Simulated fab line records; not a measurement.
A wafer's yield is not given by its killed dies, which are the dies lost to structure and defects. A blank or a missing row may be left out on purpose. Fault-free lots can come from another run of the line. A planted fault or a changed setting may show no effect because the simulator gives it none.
Which of the tools did it? -- flow gf180mcu -- 13 lots, 39 wafers sampled, at 4 steps of a route of 602

== WHAT EACH GAUGE READ, for each wafer ==
GF_V1_CD_MEAS_14: the cd target is 260 nm. Usual: cd-nm reads 260.0 nm (standard deviation 1.2).
lot,measured,on,cd-nm (nm),flag
L498,day 18 04:52,cd-sem-02,260.6 261.4 261.3,
L499,day 18 06:37,cd-sem-02,261.7 261.0 260.0,
L500,day 18 22:21,cd-sem-02,261.5 260.5 261.0,
L501,day 19 16:46,cd-sem-01,260.0 259.3 258.8,
L503,day 20 07:19,cd-sem-02,260.7 260.4 258.6,
L504,day 20 13:58,cd-sem-01,258.2 259.3 257.6,
L505,day 20 22:57,cd-sem-01,260.1 260.2 260.6,
L511,day 23 01:23,cd-sem-02,258.9 258.9 258.5,
L516,day 24 18:52,cd-sem-01,258.6 258.1 258.5,
L517,day 24 20:18,cd-sem-01,259.8 259.5 260.6,
L519,day 25 15:33,cd-sem-02,260.4 258.9 259.2,
L520,day 25 16:13,cd-sem-02,259.6 258.9 259.6,
L521,day 26 00:09,cd-sem-01,264.0 261.2 263.1,

== WHAT TOOL EACH LOT RAN ON (gives the tool, then ch and the chambers of the sampled wafers, and finally the start) ==
lot,GF_POLY_GATE_ETCH_12,GF_CONTACT_ETCH_16,GF_M1_SPUTTER_00
L498,"rie-diel-04 ch 0,2,3, day 9 06:22","rie-diel-04 ch 0,1, day 16 04:21","pvd-sputter-04, day 16 05:30"
L499,"rie-diel-01 ch 2,3, day 9 10:25","rie-diel-02 ch 0,1,2, day 16 06:52","pvd-sputter-03, day 16 08:01"
L500,"rie-diel-04 ch 0,1, day 9 18:07","rie-diel-02 ch 0,1,2, day 16 20:42","pvd-sputter-03, day 16 21:50"
L501,"rie-diel-04 ch 1,2,3, day 10 09:04","rie-diel-04 ch 0,3, day 17 13:45","pvd-sputter-03, day 17 14:54"
L503,"rie-diel-04 ch 2,3, day 10 19:28","rie-diel-02 ch 0,2,3, day 18 03:48","pvd-sputter-02, day 18 04:57"
L504,"rie-diel-01 ch 1,2, day 11 03:49","rie-diel-02 ch 0,1,2, day 18 11:19","pvd-sputter-03, day 18 12:28"
L505,"rie-diel-01 ch 0,2, day 11 07:34","rie-diel-03 ch 1,2,3, day 18 19:40","pvd-sputter-03, day 18 20:49"
L511,"rie-diel-03 ch 0,1, day 13 01:33","rie-diel-03 ch 0,1,2, day 20 23:25","pvd-sputter-04, day 21 00:33"
L516,"rie-diel-01 ch 0,2,3, day 14 14:33","rie-diel-02 ch 0,1,2, day 22 19:24","pvd-sputter-02, day 22 20:49"
L517,"rie-diel-04 ch 0,2, day 14 18:22","rie-diel-03 ch 1,3, day 22 21:40","pvd-sputter-03, day 22 22:55"
L519,"rie-diel-03 ch 2,3, day 15 11:21","rie-diel-03 ch 0,1,3, day 23 17:19","pvd-sputter-04, day 23 18:27"
L520,"rie-diel-04 ch 2,3, day 15 15:31","rie-diel-02 ch 0,3, day 23 17:43","pvd-sputter-02, day 23 18:52"
L521,"rie-diel-03 ch 0,2,3, day 15 23:34","rie-diel-02 ch 2,3, day 24 02:24","pvd-sputter-04, day 24 03:41"
- GF_POLY_GATE_ETCH_12: etches BARC in N2/H2.
- GF_CONTACT_ETCH_16: etches BARC in N2/H2.
- GF_M1_SPUTTER_00: material Ti, target thk 37.5 nm, time 150 s.

== AS READ BY THE TOOLS THEMSELVES (means over the sampled wafers that have a number; for cases with no such wafer, the mark the record gives instead) ==
GF_POLY_GATE_ETCH_12. Usual: drypump-motor-current-A 5.6 A, standard deviation 0.42; h2-flow-sccm 200.1 sccm, standard deviation 0.51; oes-product-au 0.735 a.u., standard deviation 0.0049; rf-fwd-power-W 495.8 W, standard deviation 1.7; throttle-valve-pct 13.214 %, standard deviation 0.0095.
lot,tool,drypump-motor-current-A (A),h2-flow-sccm (sccm),oes-product-au (a.u.),rf-fwd-power-W (W),throttle-valve-pct (%),flag
L498,rie-diel-04,5.9,200.0,0.733,496.0,13.218,
L499,rie-diel-01,5.2,199.9,0.735,496.0,13.212,
L500,rie-diel-04,6.3,200.8,0.734,495.0,13.213,
L501,rie-diel-04,5.9,200.3,0.739,496.7,13.211,
L503,rie-diel-04,5.6,199.9,0.735,496.9,13.204,
L504,rie-diel-01,5.3,199.9,0.736,496.2,13.217,
L505,rie-diel-01,5.2,200.1,0.736,493.5,13.223,
L511,rie-diel-03,5.5,199.5,0.733,496.1,13.210,
L516,rie-diel-01,5.1,200.0,0.732,468.7,13.203,OFF
L517,rie-diel-04,5.7,200.5,0.733,496.7,13.202,
L519,rie-diel-03,5.3,200.2,0.736,494.4,13.216,
L520,rie-diel-04,5.6,199.9,0.733,496.7,13.210,
L521,rie-diel-03,5.4,200.2,0.738,495.7,13.216,

GF_CONTACT_ETCH_16. Usual: drypump-motor-current-A 5.8 A, standard deviation 0.33; h2-flow-sccm 199.9 sccm, standard deviation 0.59; oes-product-au 0.854 a.u., standard deviation 0.0047; rf-fwd-power-W 494.4 W, standard deviation 1.7; throttle-valve-pct 13.225 %, standard deviation 0.0087.
lot,tool,drypump-motor-current-A (A),h2-flow-sccm (sccm),oes-product-au (a.u.),rf-fwd-power-W (W),throttle-valve-pct (%),flag
L498,rie-diel-04,6.3,200.3,0.847,495.1,13.224,
L499,rie-diel-02,5.9,200.4,0.850,494.0,13.218,
L500,rie-diel-02,5.9,200.9,0.855,494.5,13.229,
L501,rie-diel-04,6.0,200.0,0.856,495.4,13.223,
L503,rie-diel-02,5.9,200.0,0.848,493.6,13.219,
L504,rie-diel-02,5.9,200.6,0.856,494.1,13.221,
L505,rie-diel-03,5.3,199.9,0.850,492.7,13.231,
L511,rie-diel-03,5.3,200.1,0.855,494.7,13.228,
L516,rie-diel-02,5.9,200.0,0.857,494.9,13.223,
L517,rie-diel-03,5.4,200.6,0.856,494.4,13.224,
L519,rie-diel-03,5.5,199.5,0.856,495.6,13.221,
L520,rie-diel-02,6.1,200.2,0.857,494.2,13.225,
L521,rie-diel-02,5.8,199.7,0.853,494.5,13.223,

GF_M1_SPUTTER_00. Usual: throttle-valve-pct reads 29.7 % (standard deviation 0.91).
lot,tool,throttle-valve-pct (%),flag
L498,pvd-sputter-04,29.5,
L499,pvd-sputter-03,29.1,
L500,pvd-sputter-03,29.1,
L501,pvd-sputter-03,29.1,
L503,pvd-sputter-02,30.3,
L504,pvd-sputter-03,28.8,
L505,pvd-sputter-03,28.6,
L511,pvd-sputter-04,29.6,
L516,pvd-sputter-02,30.8,
L517,pvd-sputter-03,28.7,
L519,pvd-sputter-04,30.3,
L520,pvd-sputter-02,29.8,
L521,pvd-sputter-04,30.0,

== THE ANSWER, worked out from the rows above alone ==
Rule: take the mean of a lot's wafers that have a number; if it is more than 3 standard deviations from the usual mean, the lot is off. Also off: a lot with no number at a reading for which 4 or more lots have one. Where the step has rows for the other lots, those lots are counted as sound. First the gauges in route order, then the tools' own readings, where a lot's mean is used as printed above. At the first step where some lot is off, the reading lying furthest off is the one used; lots without a number count as furthest.
Off: L516 (GF_POLY_GATE_ETCH_12, rf-fwd-power-W).
A tool fits if, at that step or a process step before it, it ran every lot that is off, and no sound lot after the first of them. One candidate fits, namely rie-diel-01 at GF_POLY_GATE_ETCH_12. A fault onset in the window from L505 (day 11 07:34, its last sound lot) to L516 (day 14 14:33, its first lot off) fits.
On the lots that are off, the tool's own readings at GF_POLY_GATE_ETCH_12 differ by more than 5 times the standard deviation of the sound lots' means, which bears it out; rf-fwd-power-W reads 468.7 W there versus 495.8 W on the sound lots.

== WHAT THE SIMULATOR PUT IN ==
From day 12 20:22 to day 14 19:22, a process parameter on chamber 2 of rie-diel-01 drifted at GF_POLY_GATE_ETCH_12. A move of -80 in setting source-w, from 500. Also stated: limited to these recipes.
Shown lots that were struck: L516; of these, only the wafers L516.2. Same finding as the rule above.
